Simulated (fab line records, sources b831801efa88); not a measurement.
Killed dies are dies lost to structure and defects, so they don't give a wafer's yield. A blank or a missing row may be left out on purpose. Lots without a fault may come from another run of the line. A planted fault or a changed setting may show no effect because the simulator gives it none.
A struck lot beside a sound one | flow sky130 | 13 steps out of a route of 708
Sound: wafers L142.2, L142.4, L142.5. Struck: wafers L143.1, L143.3, L143.4. The cause comes at the end.
At each step with rows: each side's tool, then ch and its chambers, then its first start. Under that, the readings that differ: sound wafers | struck wafers | difference of the means | sigmas: that difference in standard deviations of wafers without a fault.
alike: readings whose means differ by less than 2 such deviations, and words and numbers that are the same on both sides. not compared: withheld readings, readings that some wafer has no value for, bounds like >300 that may hide the same value, and numbers for which the record gives no deviation and whose values overlap.
The two part at a step that has a row with sigmas, a row that says differs or no value, or rows on one side only. Numbers that don't overlap but have no deviation are shown without sigmas and don't part them. A reading that every wafer of one side lacks parts them only if that side has two wafers or more.

SKY_NWELL_TW_MEAS_26:
  sound on film_metro-02, day 6 14:13; struck on film_metro-01, day 6 22:52
  alike: NWELL_2_TW
then, 1 step without rows for these wafers: SKY_NWELL_CLEAN_27 (cleans in SC1/SC2, time 150 s).
SKY_NWELL_RTA_28: time 30 s.
  sound on rtp_anneal-02 ch 0, day 6 14:20; struck on rtp_anneal-01 ch 0, day 6 22:59
  alike: lamp_power_pct, ramp_down_c_per_s, wafer_temp_C_max
SKY_NWELL_RS_MEAS_29: measures by four-point-probe.
  sound on film_metro-01, day 6 14:26; struck on film_metro-01, day 6 23:05
  alike: NWELL_RS
SKY_NWELL_RS_MEAS_31: measures by four-point-probe.
  sound on film_metro-01, day 6 14:40; struck on film_metro-01, day 6 23:19
  alike: PWDE_RS
then, 6 steps without rows for these wafers: SKY_VT_ADJUST_HVTP_DEHYDRATE_00 (time 60 s); SKY_VT_ADJUST_HVTP_HMDS_01 (prime time 60 s); SKY_VT_ADJUST_HVTP_COAT_02 (resist thk 1140 nm); SKY_VT_ADJUST_HVTP_SOFTBAKE_03 (time 60 s); SKY_VT_ADJUST_HVTP_EXPOSE_04 (exposes mask HVTPM, target cd 380 nm); SKY_VT_ADJUST_HVTP_PEB_05.
SKY_VT_ADJUST_HVTP_DEVELOP_06: develop time 60 s.
  sound on litho_track-02 ch 0, day 7 09:47; struck on litho_track-02, day 7 19:49
  no value came back on the struck wafers for chill_plate_temp_C (C), develop_time_s (s), resist_line_temp_C (C); on the sound wafers chill_plate_temp_C (C) reads 22.96 22.83 22.80
SKY_VT_ADJUST_HVTP_CD_MEAS_07: target cd 380 nm.
  sound on cd_sem-02, day 7 09:56; struck on cd_sem-02, day 7 19:58
  reading    | sound             | struck | difference                    | sigmas
  cd_nm (nm) | 375.9 377.0 373.2 | - - -  | no value on the struck wafers |

WHERE THEY PART
First at SKY_VT_ADJUST_HVTP_DEVELOP_06; last, within this record, at SKY_VT_ADJUST_HVTP_CD_MEAS_07.

WHY: what the simulator had put in
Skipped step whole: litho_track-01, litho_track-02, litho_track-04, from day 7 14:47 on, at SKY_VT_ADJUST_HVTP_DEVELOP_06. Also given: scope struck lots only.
